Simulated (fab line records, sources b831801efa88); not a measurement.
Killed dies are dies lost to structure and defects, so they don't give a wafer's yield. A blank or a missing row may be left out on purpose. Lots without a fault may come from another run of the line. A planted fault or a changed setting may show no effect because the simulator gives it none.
A struck lot beside a sound one | flow sky130 | 16 steps out of a route of 708
Sound: wafers L113.2, L113.3, L113.6. Struck: wafers L115.1, L115.3, L115.5. The cause comes at the end.
At each step with rows: each side's tool, then ch and its chambers, then its first start. Under that, the readings that differ: sound wafers | struck wafers | difference of the means | sigmas: that difference in standard deviations of wafers without a fault.
alike: readings whose means differ by less than 2 such deviations, and words and numbers that are the same on both sides. not compared: withheld readings, readings that some wafer has no value for, bounds like >300 that may hide the same value, and numbers for which the record gives no deviation and whose values overlap.
The two part at a step that has a row with sigmas, a row that says differs or no value, or rows on one side only. Numbers that don't overlap but have no deviation are shown without sigmas and don't part them. A reading that every wafer of one side lacks parts them only if that side has two wafers or more.

SKY_NWELL_RS_MEAS_29: measures by four-point-probe.
  sound on film_metro-04, day 6 16:36; struck on film_metro-02, day 7 03:24
  alike: NWELL_RS
SKY_NWELL_RS_MEAS_31: measures by four-point-probe.
  sound on film_metro-04, day 6 16:50; struck on film_metro-02, day 7 03:38
  alike: PWDE_RS
then, 7 steps without rows for these wafers: SKY_VT_ADJUST_HVTP_DEHYDRATE_00 (time 60 s); SKY_VT_ADJUST_HVTP_HMDS_01 (prime time 60 s); SKY_VT_ADJUST_HVTP_COAT_02 (resist thk 1140 nm); SKY_VT_ADJUST_HVTP_SOFTBAKE_03 (time 60 s); SKY_VT_ADJUST_HVTP_EXPOSE_04 (exposes mask HVTPM, target cd 380 nm); SKY_VT_ADJUST_HVTP_PEB_05; SKY_VT_ADJUST_HVTP_DEVELOP_06 (develop time 60 s).
SKY_VT_ADJUST_HVTP_CD_MEAS_07: target cd 380 nm.
  sound on cd_sem-01, day 7 12:47; struck on cd_sem-02, day 7 23:46
  alike: cd_nm
SKY_VT_ADJUST_HVTP_OVL_MEAS_08:
  sound on overlay-02, day 7 12:53; struck on overlay-02, day 7 23:53
  alike: VT_ADJUST_HVTP_OVL
SKY_VT_ADJUST_HVTP_IMPLANT_09:
  sound on implanter-02 ch 0, day 7 12:56; struck on implanter-02 ch 0, day 7 23:55
  reading            | sound                       | struck                     | difference | sigmas
  dose_ions_cm2      | 4.297e+12 4.301e+12 4.3e+12 | 4.36e+11 4.32e+11 4.31e+11 | -3.87e+12  | -99 or more
  faraday_current_uA | 24.8 24.1 24.6              | 2.4 2.4 2.4                | -22.1      | -46
SKY_VT_ADJUST_HVTP_STRIP_10: strips in O2/N2.
  sound on plasma_asher-04 ch 0, day 7 13:04; struck on plasma_asher-02 ch 0,1, day 8 00:04
  alike: drypump_motor_current_A, oes_product_au, strip_time_to_endpoint_s
  not compared: rf_hours_counter_h
SKY_VT_ADJUST_HVTP_TW_MEAS_11:
  sound on film_metro-01, day 7 13:11; struck on film_metro-04, day 8 00:10
  reading           | sound          | struck      | difference | sigmas
  VT_ADJUST_HVTP_TW | 1339 1343 1353 | 663 663 662 | -682       | -52
then, 1 step without rows for these wafers: SKY_VT_ADJUST_LVTN_DEHYDRATE_00 (time 60 s).
-- the record jumps here: 40 days lie between the struck wafers' starts before and after (it left off in module VT_ADJUST_LVTN and takes up again in module PAD_OPEN, whose first step shown is number 708 of the route) --
SKY_PAD_OPEN_PROBE_99:
  sound on prober-02, day 47 07:47; struck on prober-01, day 47 13:19
  alike: killed_at_M0_to_M3, killed_at_M4_up, killed_at_contacts, killed_at_front_end, killed_at_other, killed_dies, killed_open, killed_short

WHERE THEY PART
First at SKY_VT_ADJUST_HVTP_IMPLANT_09; last, within this record, at SKY_VT_ADJUST_HVTP_TW_MEAS_11. Later steps at which nothing parts them and some readings are alike: SKY_PAD_OPEN_PROBE_99.

WHY: what the simulator had put in
Process parameter drift: implanter-02, from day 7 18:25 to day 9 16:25, at SKY_VT_ADJUST_HVTP_IMPLANT_09. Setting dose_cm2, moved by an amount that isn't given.
